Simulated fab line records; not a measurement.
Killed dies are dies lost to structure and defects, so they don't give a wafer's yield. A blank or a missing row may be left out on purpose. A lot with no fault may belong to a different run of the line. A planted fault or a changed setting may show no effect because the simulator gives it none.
What tool caused it? | flow sky130 | 27 wafers from 9 lots sampled at 2 of the route's 708 steps

WHAT THE GAUGES READ, wafer by wafer
SKY_CONTACT_THK_MEAS_01.
lot  | measured     | on            | CONTACT_CVD_00_THK (nm)
L502 | day 31 23:14 | film-metro-03 | 75.6 75.1 75.7
L500 | day 31 23:40 | film-metro-01 | 74.8 77.1 76.1
L505 | day 33 11:14 | film-metro-02 | 75.3 77.4 76.5
L509 | day 34 21:12 | film-metro-01 | 75.4 75.4 76.1
L512 | day 35 17:35 | film-metro-03 | 74.9 75.4 76.9
L513 | day 35 17:44 | film-metro-01 | 74.2 74.8 76.4
L511 | day 35 18:34 | film-metro-01 | 75.1 74.5 75.0
L519 | day 37 04:56 | film-metro-03 | 75.6 76.6 75.8
L520 | day 37 07:20 | film-metro-02 | 73.8 75.0 76.6

WHICH TOOL RAN EACH LOT (tool, then ch and the chambers of the sampled wafers, then the start)
lot  | SKY_LOCAL_INTERCONNECT_SPUTTER_00
L502 | pvd-sputter-04, day 30 19:09
L500 | pvd-sputter-01, day 30 20:06
L505 | pvd-sputter-01, day 32 06:44
L509 | pvd-sputter-02, day 33 18:22
L512 | pvd-sputter-04, day 34 07:20
L513 | pvd-sputter-02, day 34 07:28
L511 | pvd-sputter-04, day 34 10:23
L519 | pvd-sputter-01, day 36 02:02
L520 | pvd-sputter-04, day 36 04:14
- SKY_LOCAL_INTERCONNECT_SPUTTER_00: material TiN, target thk 100 nm, time 83.3 s.

WHAT THE TOOLS THEMSELVES READ (means of the sampled wafers that have a number; where no wafer has one, the mark that the record gives instead)
SKY_LOCAL_INTERCONNECT_SPUTTER_00.
lot  | tool           | throttle-valve-pct (%)
L502 | pvd-sputter-04 | 30.5
L500 | pvd-sputter-01 | 29.3
L505 | pvd-sputter-01 | 29.5
L509 | pvd-sputter-02 | 30.1
L512 | pvd-sputter-04 | 30.8
L513 | pvd-sputter-02 | 30.1
L511 | pvd-sputter-04 | 29.4
L519 | pvd-sputter-01 | 28.9
L520 | pvd-sputter-04 | 29.9

THE ANSWER, worked out from the rows above alone
Rule: what is usual is taken from the lots themselves. Put in order of their means at a reading, lots are off if they are a third of the lots or fewer, leave a main group of 4 or more, and stand apart from it by a gap of 3 or more times the standard deviation of the main group's means; of several such gaps the widest counts. A main group is skipped when, at the precision printed for the reading in the tables above, its means are all equal. A lot without any number at a reading at which 4 lots or more have one is off too. The other lots that the step has rows for count as sound. The gauges are gone through in route order, then the tools' own readings, and for those a lot's mean is taken as printed above. At the first step where some lot is off, the reading lying furthest off is the one used; lots without a number count as furthest.
No lot is off on any of the readings shown, so nothing can be concluded from this.

WHAT HAD BEEN PUT IN BY THE SIMULATOR
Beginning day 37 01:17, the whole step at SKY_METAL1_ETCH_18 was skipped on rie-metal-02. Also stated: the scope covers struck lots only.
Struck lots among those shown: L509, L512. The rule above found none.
